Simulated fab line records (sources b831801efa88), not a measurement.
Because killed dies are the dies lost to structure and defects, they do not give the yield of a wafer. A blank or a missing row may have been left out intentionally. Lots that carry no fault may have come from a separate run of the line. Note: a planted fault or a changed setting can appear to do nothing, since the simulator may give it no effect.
Commonality check across tools + flow gf180mcu + Sampled: 13 lots, 39 wafers

WHY IT WAS OPENED
At GF_POLY_GATE_THK_MEAS_01 the reading POLY_GATE_CVD_00_THK is flagged on 3 of 13 lots. Fault-free wafers read 199.7 nm, with a standard deviation of 2.2.
Rule: a lot is flagged in two cases, either no wafer of it has a number, or all its wafers with numbers fall more than 4 standard deviations from that mean. The rest of the lots are taken to be sound.

| lot  | measured     | on            | POLY_GATE_CVD_00_THK (nm), wafer by wafer | flag    |
|------|--------------|---------------|-------------------------------------------|---------|
| L313 | day 8 09:47  | film_metro-01 | 204.0 204.1 203.4                         |         |
| L316 | day 9 09:38  | film_metro-04 | 200.4 201.3 200.9                         |         |
| L318 | day 10 00:05 | film_metro-02 | 198.8 198.3 198.3                         |         |
| L320 | day 10 14:07 | film_metro-02 | 199.6 197.7 198.4                         |         |
| L321 | day 10 16:47 | film_metro-04 | 200.8 200.2 203.3                         |         |
| L322 | day 11 07:06 | film_metro-02 | 203.5 203.0 200.2                         |         |
| L324 | day 11 15:53 | film_metro-01 | 201.1 199.4 201.0                         |         |
| L326 | day 12 05:26 | film_metro-02 | 199.1 198.4 199.2                         |         |
| L327 | day 12 11:05 | film_metro-04 | 262.8 260.3 261.4                         | FLAGGED |
| L328 | day 12 18:36 | film_metro-02 | 261.6 261.6 263.5                         | FLAGGED |
| L329 | day 12 23:41 | film_metro-01 | 265.7 264.9 263.2                         | FLAGGED |
| L330 | day 13 12:18 | film_metro-02 | 200.9 201.9 200.2                         |         |
| L334 | day 14 15:25 | film_metro-02 | 197.1 198.7 199.2                         |         |
The numbers of the flagged lots are 262.8 nm on average: +63.1 nm against the usual, or +29 standard deviations.

TOOL THAT RAN EACH LOT
The record holds 2 process steps before the reading, out of a route of 602 steps. Read each cell as the tool, then ch plus the chambers that the sampled wafers visited, then the start.
| lot  | flag    | GF_DNWELL_STRIP_08                  | GF_POLY_GATE_CVD_00         |
|------|---------|-------------------------------------|-----------------------------|
| L313 |         | plasma_asher-04 ch 0,1, day 2 18:17 | lpcvd-02 ch 1, day 8 08:27  |
| L316 |         | plasma_asher-04 ch 0,1, day 3 11:06 | lpcvd-02 ch 0, day 9 08:19  |
| L318 |         | plasma_asher-04 ch 0,1, day 3 21:55 | lpcvd-01 ch 0, day 9 22:43  |
| L320 |         | plasma_asher-02 ch 0,1, day 4 09:19 | lpcvd-01 ch 1, day 10 12:46 |
| L321 |         | plasma_asher-04 ch 1, day 4 12:05   | lpcvd-02 ch 1, day 10 15:27 |
| L322 |         | plasma_asher-02 ch 1, day 4 21:08   | lpcvd-02 ch 0, day 11 05:05 |
| L324 |         | plasma_asher-02 ch 0,1, day 5 04:23 | lpcvd-01 ch 0, day 11 14:34 |
| L326 |         | plasma_asher-02 ch 0,1, day 5 16:16 | lpcvd-01 ch 0, day 12 04:04 |
| L327 | FLAGGED | plasma_asher-04 ch 1, day 5 20:11   | lpcvd-01 ch 0, day 12 09:04 |
| L328 | FLAGGED | plasma_asher-04 ch 0,1, day 6 02:17 | lpcvd-01 ch 0, day 12 17:16 |
| L329 | FLAGGED | plasma_asher-03 ch 0,1, day 6 06:03 | lpcvd-01 ch 1, day 12 22:21 |
| L330 |         | plasma_asher-04 ch 0,1, day 6 13:50 | lpcvd-02 ch 1, day 13 10:58 |
| L334 |         | plasma_asher-04 ch 0, day 7 11:09   | lpcvd-02 ch 1, day 14 14:05 |
These steps, and what they do:
- GF_DNWELL_STRIP_08: strips in O2/N2.
- GF_POLY_GATE_CVD_00: deposits poly-Si, target thk 200 nm, time 1200 s.
- GF_POLY_GATE_THK_MEAS_01

FLAGGED OVER TOTAL, TOOL BY TOOL (the gauges that took the reading come last)
| step                     | tool            | lots run | flagged | share of the flagged lots | sound lots run after its first flagged lot |
|--------------------------|-----------------|----------|---------|---------------------------|--------------------------------------------|
| GF_DNWELL_STRIP_08       | plasma_asher-02 | 4        | 0       | none                      | -                                          |
| GF_DNWELL_STRIP_08       | plasma_asher-03 | 1        | 1       | some                      | 0                                          |
| GF_DNWELL_STRIP_08       | plasma_asher-04 | 8        | 2       | some                      | 2 (L330,L334)                              |
| GF_POLY_GATE_CVD_00      | lpcvd-01        | 7        | 3       | all                       | 0                                          |
| GF_POLY_GATE_CVD_00      | lpcvd-02        | 6        | 0       | none                      | -                                          |
| GF_POLY_GATE_THK_MEAS_01 | film_metro-01   | 3        | 1       | some                      | 0                                          |
| GF_POLY_GATE_THK_MEAS_01 | film_metro-02   | 7        | 1       | some                      | 2 (L330,L334)                              |
| GF_POLY_GATE_THK_MEAS_01 | film_metro-04   | 3        | 1       | some                      | 0                                          |

WHAT THE TABLE ALLOWS
1 row of the table ran every flagged lot: lpcvd-01 at GF_POLY_GATE_CVD_00.
- lpcvd-01 at GF_POLY_GATE_CVD_00 ran 7 lots, 3 of them flagged. It ran its last sound lot, L326, at day 12 04:04 and its first flagged lot, L327, at day 12 09:04: a fault with its onset between the two fits.
lpcvd-01 at GF_POLY_GATE_CVD_00 is the single tool remaining.

WHAT THE SIMULATOR HAD INSERTED
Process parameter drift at GF_POLY_GATE_CVD_00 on lpcvd-01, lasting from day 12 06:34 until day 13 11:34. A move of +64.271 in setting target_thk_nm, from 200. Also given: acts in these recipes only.
Lots struck among those shown: L327, L328, L329. The rule above reached the same finding.
